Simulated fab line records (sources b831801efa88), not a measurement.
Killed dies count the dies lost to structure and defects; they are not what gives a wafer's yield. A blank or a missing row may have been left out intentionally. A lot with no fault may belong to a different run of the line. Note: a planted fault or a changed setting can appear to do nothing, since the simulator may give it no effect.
Matching of chambers | flow sky130 | SKY_VIA4_CMP_02 on cmp-02 has 4 sister chambers
The step polishes SiO2. 24 wafers are shown with their chamber, then 12 later ones without.

WAFERS, EACH WITH ITS CHAMBER
wafer  | chamber | motor-current-A (A) | head-pressure-psi (psi) | platen-rpm (rpm)
L075.1 | 1       | 12.7                | 4.000                   | 60.04
L075.2 | 3       | 11.7                | 3.991                   | 60.02
L075.5 | 1       | 12.7                | 3.998                   | 59.96
L076.2 | 2       | 11.0                | 3.999                   | 60.01
L076.3 | 0       | 13.4                | 4.008                   | 59.97
L076.4 | 3       | 12.1                | 3.999                   | 59.99
L080.3 | 1       | 13.1                | 4.003                   | 59.95
L080.4 | 3       | 11.5                | 4.011                   | 59.96
L080.5 | 0       | 13.4                | 4.011                   | 60.00
L083.3 | 3       | 11.7                | 3.996                   | 60.05
L083.5 | 2       | 10.7                | 4.002                   | 60.04
L083.6 | 3       | 11.1                | 4.001                   | 60.01
L084.1 | 3       | 11.0                | 3.996                   | 59.98
L084.2 | 2       | 11.0                | 3.998                   | 59.99
L084.6 | 2       | 10.5                | 3.994                   | 60.02
L086.3 | 2       | 10.8                | 4.003                   | 59.97
L086.4 | 0       | 13.7                | 4.010                   | 59.96
L086.5 | 0       | 13.1                | 4.009                   | 60.00
L087.1 | 0       | 13.7                | 3.987                   | 60.05
L087.2 | 3       | 11.4                | 3.990                   | 60.06
L087.3 | 1       | 12.9                | 4.009                   | 60.01
L088.1 | 3       | 11.8                | 3.984                   | 59.95
L088.2 | 2       | 10.7                | 4.002                   | 60.02
L088.5 | 3       | 11.2                | 3.977                   | 60.01

SIGNATURES (means of the wafers above)
reading           | chamber 0 | chamber 1 | chamber 2 | chamber 3 | scatter within a chamber
motor-current-A   | 13.460    | 12.850    | 10.783    | 11.500    | 0.282
head-pressure-psi | 4.00500   | 4.00250   | 3.99967   | 3.99389   | 0.00813
platen-rpm        | 59.9960   | 59.9900   | 60.0083   | 60.0033   | 0.0351
Rule: for a wafer and a chamber, the distance is found by dividing, reading by reading, the gap between the wafer's reading and the chamber's mean by the reading's scatter, squaring, summing and taking the root. The wafer belongs to the nearest chamber; if the next one is less than 2 further off, it can't be placed. The scatter is the square root of a quotient: the sum, over the shown wafers, of each reading's squared deviation from its chamber's mean, divided by wafers minus chambers.

WAFERS WITH NO CHAMBER GIVEN
wafer  | motor-current-A (A) | head-pressure-psi (psi) | platen-rpm (rpm)
L090.1 | 12.5                | 4.002                   | 59.94
L090.3 | 13.5                | 4.005                   | 60.03
L090.6 | 10.4                | 3.998                   | 60.01
L091.1 | 11.0                | 4.011                   | 60.02
L091.2 | 12.6                | 3.989                   | 60.02
L091.4 | 13.0                | 3.997                   | 60.04
L093.2 | 11.3                | 3.995                   | 60.03
L093.4 | 11.3                | 4.023                   | 59.94
L093.5 | 13.0                | 3.998                   | 60.05
L094.4 | 11.9                | 3.992                   | 59.92
L094.5 | 14.0                | 3.994                   | 59.97
L094.6 | 13.5                | 4.015                   | 60.00

WHICH CHAMBER EACH ONE RAN IN
wafer  | from the rows above          | in truth
L090.1 | can't be placed: 1 or 0      | 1
L090.3 | can't be placed: 0 or 1      | 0
L090.6 | 2                            | 2
L091.1 | can't be placed: 2 or 3      | 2
L091.2 | can't be placed: 1 or 0 or 3 | 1
L091.4 | can't be placed: 1 or 0      | 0
L093.2 | can't be placed: 3 or 2      | 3
L093.4 | can't be placed: 2 or 3      | 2
L093.5 | can't be placed: 1 or 0      | 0
L094.4 | can't be placed: 3 or 1      | 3
L094.5 | can't be placed: 0 or 1      | 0
L094.6 | can't be placed: 0 or 1      | 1
Placed correctly: 1 of 12. From these rows, 11 cannot be placed; in 11 the true chamber is one of the candidates. Placed wrongly: 0.
